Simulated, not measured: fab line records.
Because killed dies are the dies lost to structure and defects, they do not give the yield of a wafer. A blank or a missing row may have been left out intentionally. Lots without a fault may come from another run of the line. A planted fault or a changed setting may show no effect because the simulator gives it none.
Problem report, 8D (eight disciplines) form, completed by code ; flow sky130 ; the parts of the form that need people (team, actions taken, sign-off) are left out

== 1. PROBLEM STATEMENT ==
Mean CAPM_TIN_RS at SKY_CAPM_RS_MEAS_03: 5.09 ohm/sq over 3 wafers in 2 lots; fault-free wafers: 6.92 ohm/sq, standard deviation 0.055. Measured from the usual mean, that is -33 standard deviations.
The step: measures by four-point-probe.
Seen first at day 42 10:30 on filmMetro-02, wafer L499.1. The record holds 30 wafers of 10 lots with a number at this step. By rule, "out" or "out of limits" means more than 4 standard deviations away from the usual mean. The rest of the wafers with a number are treated as sound.

== 2. WHAT IT IS, AND WHAT IT ISN'T ==
question;is;is not
which readings at this step;CAPM_TIN_RS;-
which lots;L499, L500;L483, L485, L487, L491, L492, L493, L502, L503
which wafers of those lots;L499.1, L500.4, L500.6;L499.3, L499.6, L500.3
read on which gauges;filmMetro-02, filmMetro-03;filmMetro-04
when;from day 42 10:30;"up to then (20 sound wafers); but 7 sound wafers of L500, L502, L503 came after"

== 3. SUSPECTS, AND WHAT RULES EACH OUT ==
Counting: a tool at a process step up to the reading stays a suspect if it ran every lot that is out. Sound lots after the first of them don't rule it out here, since some wafers of a struck lot are sound.
- the gauge at SKY_CAPM_RS_MEAS_03 has been ruled out. The wafers that are out were read on 2 gauges (filmMetro-02, filmMetro-03).
- cmp-02 at SKY_VIA2_CMP_02 (polishes SiO2): kept. Every lot that is out went through it, the first being L499 (day 41 07:41); the last sound lot it ran before that was L493 (day 39 08:15).
- pvdSputter-04 at SKY_CAPM_SPUTTER_02 (material TiN, target thk 200 nm, time 166.7 s): kept. Every lot that is out went through it, the first being L499 (day 42 10:23); the last sound lot it ran before that was L493 (day 40 10:31).
Left after counting: cmp-02 at SKY_VIA2_CMP_02, pvdSputter-04 at SKY_CAPM_SPUTTER_02.

== 4. THE CAUSE (what the simulator had put in) ==
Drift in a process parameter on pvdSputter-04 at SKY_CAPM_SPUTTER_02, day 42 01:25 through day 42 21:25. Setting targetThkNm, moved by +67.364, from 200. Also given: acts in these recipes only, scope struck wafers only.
This tool is one of the 2 suspects left after counting.

== 5. THE CHAIN OF EFFECTS, in route order ==
Rows list readings where the struck wafers' mean (over those with a number) sits beyond 3 standard deviations from the usual. Scope: only readings with a usual standard deviation given in the record; hours: median across lots of the time from each lot's start at the first step in this table that gives one to its start at this step; sigmas: change in usual standard deviations.
hours;step;reading;usual;on struck wafers;change;sigmas
0;SKY_CAPM_RS_MEAS_03;CAPM_TIN_RS;6.92 ohm/sq;5.09;-1.83;-33
0;SKY_CAPM_THK_MEAS_04;CAPM_TIN_THK;199.1 nm;266.7;+67.6;+32
23;SKY_CAPM_METAL_ETCH_13;oesProductAu;0.940 a.u.;0.994;+0.054;+8.6
23;SKY_CAPM_METAL_ETCH_13;throttleValvePct;21.901 %;21.872;-0.029;-3.1
It contains these process steps:
- SKY_CAPM_METAL_ETCH_13: etches TiN in Cl2/BCl3, stops on SiO2, target depth 220 nm, time 62.9 s.

== 6. HOW IT WOULD HAVE BEEN CAUGHT EARLIER ==
Counted from the fault's start at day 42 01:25, it took 9 hours until the first out-of-limits reading at a measuring or inspecting step in this record, taken at day 42 10:30.
No tool reading at SKY_CAPM_SPUTTER_02 that has a usual standard deviation in the record was out on any struck wafer, so an alarm limit of 4 standard deviations on those readings would not have fired.
Lots out: 2; of these, L500 started SKY_CAPM_SPUTTER_02 on pvdSputter-04 after day 42 10:30. Holding the tool at that time would have saved it.
